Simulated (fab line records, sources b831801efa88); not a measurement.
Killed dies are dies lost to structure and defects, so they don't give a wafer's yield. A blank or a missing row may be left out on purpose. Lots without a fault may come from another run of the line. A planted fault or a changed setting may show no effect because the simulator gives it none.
A struck lot beside a sound one | flow sky130 | 24 steps out of a route of 708
Sound: wafers L552.2, L552.3, L552.5. Struck: wafers L560.1, L560.4, L560.5. The cause comes at the end.
At each step with rows: each side's tool, then ch and its chambers, then its first start. Under that, the readings that differ: sound wafers | struck wafers | difference of the means | sigmas: that difference in standard deviations of wafers without a fault.
alike: readings whose means differ by less than 2 such deviations, and words and numbers that are the same on both sides. not compared: withheld readings, readings that some wafer has no value for, bounds like >300 that may hide the same value, and numbers for which the record gives no deviation and whose values overlap.
The two part at a step that has a row with sigmas, a row that says differs or no value, or rows on one side only. Numbers that don't overlap but have no deviation are shown without sigmas and don't part them. A reading that every wafer of one side lacks parts them only if that side has two wafers or more.

first, 2 steps without rows for these wafers: SKY_POLY_GATE_CLEAN_19 (cleans in SC1/SC2, time 150 s); SKY_POLY_GATE_OXIDATION_20 (stabilise 600 s, purge 300 s, target thk 4 nm).
SKY_POLY_GATE_THK_MEAS_21:
  sound on film_metro-02, day 16 10:32; struck on film_metro-03, day 19 12:25
  alike: POLY_GATE_OXIDATION_THK
SKY_POLY_GATE_CD_MEAS_22:
  sound on cd_sem-02, day 16 10:37; struck on cd_sem-01, day 19 12:29
  alike: cd_nm
then, 7 steps without rows for these wafers: SKY_LDD_N_DEHYDRATE_00 (time 60 s); SKY_LDD_N_HMDS_01 (prime time 60 s); SKY_LDD_N_COAT_02 (resist thk 300 nm); SKY_LDD_N_SOFTBAKE_03 (time 60 s); SKY_LDD_N_EXPOSE_04 (exposes mask NTM, target cd 840 nm); SKY_LDD_N_PEB_05; SKY_LDD_N_DEVELOP_06 (develop time 60 s).
SKY_LDD_N_OVL_MEAS_07:
  sound on overlay-01, day 17 14:35; struck on overlay-01, day 20 19:08
  alike: LDD_N_OVL
SKY_LDD_N_IMPLANT_08:
  sound on implanter-03 ch 0, day 17 14:38; struck on implanter-01 ch 0, day 20 19:10
  reading            | sound                         | struck                           | difference  | sigmas
  beam_on_s (s)      | 10.03 10.09 10.17             | 59.34 59.84 56.06                | +48.32      | +99 or more
  dose_ions_cm2      | 7.503e+13 7.503e+13 7.511e+13 | 6.2389e+14 6.2387e+14 6.2378e+14 | +5.4879e+14 | +99 or more
  faraday_current_uA | 422 417 415                   | 591 588 626                      | +184        | +22
then, 7 steps without rows for these wafers: SKY_LDD_N_IMPLANT_09; SKY_LDD_N_IMPLANT_10; SKY_LDD_N_IMPLANT_11; SKY_LDD_N_IMPLANT_12; SKY_LDD_N_IMPLANT_13; SKY_LDD_N_IMPLANT_14; SKY_LDD_N_IMPLANT_15.
SKY_LDD_N_STRIP_16: strips in O2/N2.
  sound on plasma_asher-01 ch 0,1, day 17 15:49; struck on plasma_asher-01 ch 0,1, day 20 20:22
  reading                      | sound             | struck            | difference | sigmas
  strip_time_to_endpoint_s (s) | 4.319 4.309 4.329 | 5.524 5.528 5.539 | +1.211     | +81
  alike: drypump_motor_current_A, oes_product_au
  not compared: rf_hours_counter_h
SKY_LDD_N_TW_MEAS_17:
  sound on film_metro-03, day 17 15:55; struck on film_metro-01, day 20 20:28
  reading  | sound          | struck         | difference | sigmas
  LDD_N_TW | 2588 2585 2595 | 2961 2955 2955 | +368       | +17
then, 1 step without rows for these wafers: SKY_LDD_P_DEHYDRATE_00 (time 60 s).
-- the record jumps here: 27 days lie between the struck wafers' starts before and after (it left off in module LDD_P and takes up again in module PAD_OPEN, whose first step shown is number 708 of the route) --
SKY_PAD_OPEN_PROBE_99:
  sound on prober-01, day 45 16:20; struck on prober-01, day 47 21:23
  reading                                   | sound             | struck            | difference | sigmas
  model.etest.tip_n.rs_ohm_sq               | 444.4 445.4 445.1 | 262.2 263.2 263.7 | -181.9     |
  model.etest.nfet_01v8.r_on_ohm_um         | 833.5 850.7 836.2 | 779.8 776.9 768.7 | -65.0      |
  model.etest.nfet_01v8_lvt.drive_ua_um     | 566.5 556.6 560.9 | 618 623.6 625.3   | +61        |
  model.etest.nfet_01v8.drive_ua_um         | 501.1 491.1 490.4 | 544.8 550.2 549.5 | +54.0      |
  model.etest.nfet_01v8_turned.drive_ua_um  | 496.8 487.9 493.9 | 552.2 545.1 551.3 | +56.7      |
  model.etest.sram_nfet_pass.drive_ua_um    | 474 478.6 492.8   | 542.2 532.9 541.1 | +56.9      |
  model.etest.nfet_01v8_swapped.drive_ua_um | 496.5 494.4 491.2 | 532.3 533.9 535.3 | +39.8      |
  model.etest.licon_ndiff.rc_ohm            | 177.1 182.8 184.7 | 172 174.2 170.7   | -9         |
  alike: killed_at_M0_to_M3, killed_at_M4_up, killed_at_contacts, killed_at_front_end, killed_at_other, killed_dies, killed_open, killed_short

WHERE THEY PART
First at SKY_LDD_N_IMPLANT_08; last, within this record, at SKY_LDD_N_TW_MEAS_17. Later steps at which nothing parts them and some readings are alike: SKY_PAD_OPEN_PROBE_99.

WHY: what the simulator had put in
Process parameter drift: implanter-01, from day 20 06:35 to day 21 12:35, at SKY_LDD_N_IMPLANT_08. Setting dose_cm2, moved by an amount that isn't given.
